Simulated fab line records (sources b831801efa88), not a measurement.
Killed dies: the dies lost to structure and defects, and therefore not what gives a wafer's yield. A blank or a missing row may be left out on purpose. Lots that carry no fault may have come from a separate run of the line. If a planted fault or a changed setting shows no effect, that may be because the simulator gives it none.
The tool behind it: which one? -- flow gf180mcu -- Sampling: 15 lots, 45 wafers, 6 of 602 route steps

## WHAT THE GAUGES READ, wafer by wafer
GF_CONTACT_OVL_MEAS_15.
lot,measured,on,CONTACT_OVL (nm)
L940,day 16 08:16,overlay-02,-5 0 -2
L944,day 18 00:54,overlay-02,-1 -2 5
L945,day 18 05:04,overlay-01,-3 1 2
L946,day 18 22:11,overlay-02,-7 -3 1
L947,day 18 22:50,overlay-02,-6 -1 -11
L948,day 19 14:04,overlay-02,-3 -4 -3
L949,day 19 20:36,overlay-01,-9 -6 -5
L951,day 20 15:30,overlay-02,-3 -8 -6
L953,day 21 09:41,overlay-02,-4 4 -1
L954,day 21 14:45,overlay-01,-7 -11 -4
L955,day 21 20:34,overlay-02,3 3 2
L956,day 22 07:04,overlay-01,-9 -8 -12
L957,day 22 14:43,overlay-01,-1 1 -2
L961,day 23 20:43,overlay-02,-7 -3 -10
L962,day 24 11:42,overlay-02,-10 -9 -5

GF_CONTACT_THK_MEAS_26: measures by xrf.
lot,measured,on,CONTACT_W_THK (nm)
L940,day 16 09:05,film-metro-04,298 295 293
L944,day 18 01:43,film-metro-02,304 297 295
L945,day 18 05:54,film-metro-02,291 289 292
L946,day 18 23:02,film-metro-01,303 295 297
L947,day 18 23:40,film-metro-04,301 298 300
L948,day 19 14:55,film-metro-04,305 310 308
L949,day 19 21:26,film-metro-04,303 305 304
L951,day 20 16:20,film-metro-01,300 297 302
L953,day 21 10:31,film-metro-02,293 296 292
L954,day 21 15:35,film-metro-01,301 298 300
L955,day 21 21:23,film-metro-02,292 294 291
L956,day 22 07:53,film-metro-02,297 301 301
L957,day 22 15:32,film-metro-01,305 303 305
L961,day 23 21:32,film-metro-02,299 298 297
L962,day 24 12:32,film-metro-01,299 299 299

GF_M1_RS_MEAS_05: a four-point-probe measurement.
lot,measured,on,M1_ALCU_RS (ohm/sq)
L940,day 16 09:41,film-metro-01,0.0703 0.0705 0.0695
L944,day 18 02:18,film-metro-01,0.0702 0.0689 0.0687
L945,day 18 06:31,film-metro-03,0.0690 0.0714 0.0704
L946,day 18 23:37,film-metro-03,0.0690 0.0704 0.0687
L947,day 19 00:15,film-metro-03,0.0682 0.0694 0.0682
L948,day 19 15:31,film-metro-03,0.0688 0.0687 0.0673
L949,day 19 22:01,film-metro-04,0.0692 0.0695 0.0698
L951,day 20 16:55,film-metro-03,0.0708 0.0700 0.0691
L953,day 21 11:06,film-metro-04,0.0713 0.0696 0.0702
L954,day 21 16:11,film-metro-04,0.0701 0.0687 0.0691
L955,day 21 21:59,film-metro-03,7.0827 7.0776 7.1877
L956,day 22 08:29,film-metro-04,7.0975 7.0747 7.0745
L957,day 22 16:07,film-metro-01,7.0248 7.1050 7.0809
L961,day 23 22:08,film-metro-01,0.0704 0.0702 0.0716
L962,day 24 13:07,film-metro-01,0.0686 0.0683 0.0677

GF_M1_THK_MEAS_06: measures by xrf.
lot,measured,on,M1_ALCU_THK (nm)
L940,day 16 09:48,film-metro-01,443 443 449
L944,day 18 02:25,film-metro-01,443 451 447
L945,day 18 06:37,film-metro-03,449 437 444
L946,day 18 23:44,film-metro-03,454 444 457
L947,day 19 00:22,film-metro-03,459 452 456
L948,day 19 15:37,film-metro-03,454 457 463
L949,day 19 22:08,film-metro-04,454 455 455
L951,day 20 17:02,film-metro-03,439 445 452
L953,day 21 11:13,film-metro-04,441 450 448
L954,day 21 16:17,film-metro-04,449 458 455
L955,day 21 22:05,film-metro-03,<0 <0 <0
L956,day 22 08:35,film-metro-04,<0 <0 <0
L957,day 22 16:14,film-metro-01,<0 <0 <0
L961,day 23 22:14,film-metro-01,447 446 438
L962,day 24 13:14,film-metro-01,455 456 461

## WHICH TOOL RAN EACH LOT (tool, then ch and the chambers of the sampled wafers, then the start)
lot,GF_CONTACT_CVD_02,GF_M1_SPUTTER_02
L940,"pecvd-02 ch 0,1,2, day 15 10:25","pvd-sputter-01, day 16 09:34"
L944,"pecvd-02 ch 0,1, day 17 00:43","pvd-sputter-02, day 18 02:13"
L945,"pecvd-02 ch 0,1,2, day 17 05:22","pvd-sputter-01, day 18 06:23"
L946,"pecvd-01 ch 0,1,2, day 17 21:22","pvd-sputter-02, day 18 23:31"
L947,"pecvd-02 ch 0,1, day 17 21:55","pvd-sputter-04, day 19 00:10"
L948,"pecvd-01 ch 0,1,2, day 18 12:35","pvd-sputter-02, day 19 15:23"
L949,"pecvd-04 ch 1,2, day 18 19:28","pvd-sputter-02, day 19 21:56"
L951,"pecvd-01 ch 1,2, day 19 14:43","pvd-sputter-01, day 20 16:49"
L953,"pecvd-01 ch 0,1, day 20 08:36","pvd-sputter-01, day 21 11:01"
L954,"pecvd-01 ch 0,1,2, day 20 15:09","pvd-sputter-02, day 21 16:04"
L955,"pecvd-01 ch 0,2, day 20 20:31","pvd-sputter-01, day 21 21:52"
L956,"pecvd-01 ch 1,2, day 21 06:25","pvd-sputter-02, day 22 08:22"
L957,"pecvd-04 ch 0,1,2, day 21 14:08","pvd-sputter-04, day 22 16:01"
L961,"pecvd-04 ch 0,1, day 22 21:52","pvd-sputter-01, day 23 22:01"
L962,"pecvd-01 ch 0,1,2, day 23 13:22","pvd-sputter-04, day 24 13:02"
- GF_CONTACT_CVD_02: deposits SiO2 from TEOS, target thk 860 nm, time 95.992 s.
- GF_M1_SPUTTER_02: material AlCu, target thk 450 nm, time 23.9 s.

## WHAT THE TOOLS THEMSELVES READ (means of the sampled wafers that have a number; where no wafer has one, the mark that the record gives instead)
GF_CONTACT_CVD_02.
lot,tool,heater-power-w (W)
L940,pecvd-02,631
L944,pecvd-02,640
L945,pecvd-02,593
L946,pecvd-01,769
L947,pecvd-02,578
L948,pecvd-01,711
L949,pecvd-04,644
L951,pecvd-01,865
L953,pecvd-01,701
L954,pecvd-01,695
L955,pecvd-01,636
L956,pecvd-01,786
L957,pecvd-04,606
L961,pecvd-04,565
L962,pecvd-01,691

GF_M1_SPUTTER_02.
lot,tool,cathode-dc-power-W (W),chamber-pressure-pa (Pa),throttle-valve-pct (%)
L940,pvd-sputter-01,10601,0.3999,30.5
L944,pvd-sputter-02,10601,0.3993,30.3
L945,pvd-sputter-01,10600,0.3995,30.7
L946,pvd-sputter-02,10599,0.3999,30.0
L947,pvd-sputter-04,10599,0.4003,29.6
L948,pvd-sputter-02,10600,0.3994,29.9
L949,pvd-sputter-02,10599,0.4001,29.8
L951,pvd-sputter-01,10601,0.3992,30.5
L953,pvd-sputter-01,10601,0.4000,30.1
L954,pvd-sputter-02,10600,0.3995,29.8
L955,pvd-sputter-01,-,-,-
L956,pvd-sputter-02,-,-,-
L957,pvd-sputter-04,-,-,-
L961,pvd-sputter-01,10599,0.3999,30.5
L962,pvd-sputter-04,10597,0.4004,30.2

## THE ANSWER, worked out from the rows above alone
Rule: usual is defined by the lots themselves. Put in order of their means at a reading, lots are off if they are a third of the lots or fewer, leave a main group of 4 or more, and stand apart from it by a gap of 3 or more times the standard deviation of the main group's means; of several such gaps the widest counts. The tables above print the reading to a certain number of digits; a main group whose means all agree to those digits is not used. A lot without any number at a reading at which 4 lots or more have one is off too. All remaining lots with rows at the step are treated as sound. The gauges are gone through in route order, then the tools' own readings, and for those a lot's mean is taken as printed above. At the first step where some lot is off, the reading lying furthest off is the one used; lots without a number count as furthest.
Off: L955, L956, L957, at GF_M1_RS_MEAS_05 (M1_ALCU_RS). The main group: mean 0.0695 ohm/sq, standard deviation 0.00079.
If a tool, at a process step before that reading, ran all the lots that are off and no sound lot after the first of them, it fits. Not tried: the gauges at GF_M1_RS_MEAS_05; whatever is off there is also off at GF_M1_SPUTTER_02, on other tools, and gauge error can't account for it. None of those tried fits.

## WHAT THE SIMULATOR PUT IN
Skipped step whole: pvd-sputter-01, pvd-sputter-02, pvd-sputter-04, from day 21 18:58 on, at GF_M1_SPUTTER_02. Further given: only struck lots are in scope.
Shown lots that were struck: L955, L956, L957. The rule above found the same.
